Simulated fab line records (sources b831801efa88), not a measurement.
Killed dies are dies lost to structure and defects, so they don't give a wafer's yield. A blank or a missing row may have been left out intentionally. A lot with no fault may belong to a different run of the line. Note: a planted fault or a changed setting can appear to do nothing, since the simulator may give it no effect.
Matching of chambers	flow sfq_line	SFQ_TRILAYER_L0_VIA_ETCH_VIA_ETCH_016 on rie_diel-04: 4 sister chambers
The step etches SiO2 in CHF3, stops on MoNx KI, target depth 80 nm. 8 wafers are shown with their chamber, then 7 later ones without.

## WAFERS, EACH WITH ITS CHAMBER
wafer	chamber	oes_product_au (a.u.)
L961.3	0	0.827
L962.2	0	0.850
L966.2	3	0.849
L966.4	1	0.846
L969.3	1	0.846
L969.6	2	0.854
L971.1	2	0.837
L971.5	3	0.858

## WAFERS WHOSE CHAMBER IS MISSING
wafer	oes_product_au (a.u.)
L971.6	0.847
L973.2	0.857
L973.3	0.851
L973.4	0.855
L979.2	0.844
L979.3	0.829
L979.4	0.840

## CHAMBER TAKEN BY EACH
wafer	from the rows above	in truth
L971.6	can't be placed: 1 or 2 or 3 or 0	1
L973.2	can't be placed: 3 or 1 or 2 or 0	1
L973.3	can't be placed: 3 or 1 or 2 or 0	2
L973.4	can't be placed: 3 or 1 or 2 or 0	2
L979.2	can't be placed: 2 or 1 or 0 or 3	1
L979.3	can't be placed: 0 or 2 or 1 or 3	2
L979.4	can't be placed: 0 or 2 or 1 or 3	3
0 of 7 placed correctly. Unplaceable from these rows: 7, with the true chamber sitting among the candidates in 7. Placed wrongly: 0.
How it was worked out, from the rows above alone: a wafer's distance from a chamber is the root of the sum, over the readings, of the square of ((its reading less the chamber's mean) divided by the reading's scatter). The wafer belongs to the nearest chamber; if the next one is less than 2 further off, it can't be placed. The mean given for a chamber averages the wafers shown for that chamber. The scatter: the root of (the sum of the squares of (reading less its chamber's mean) over the shown wafers, divided by (wafers less chambers)).
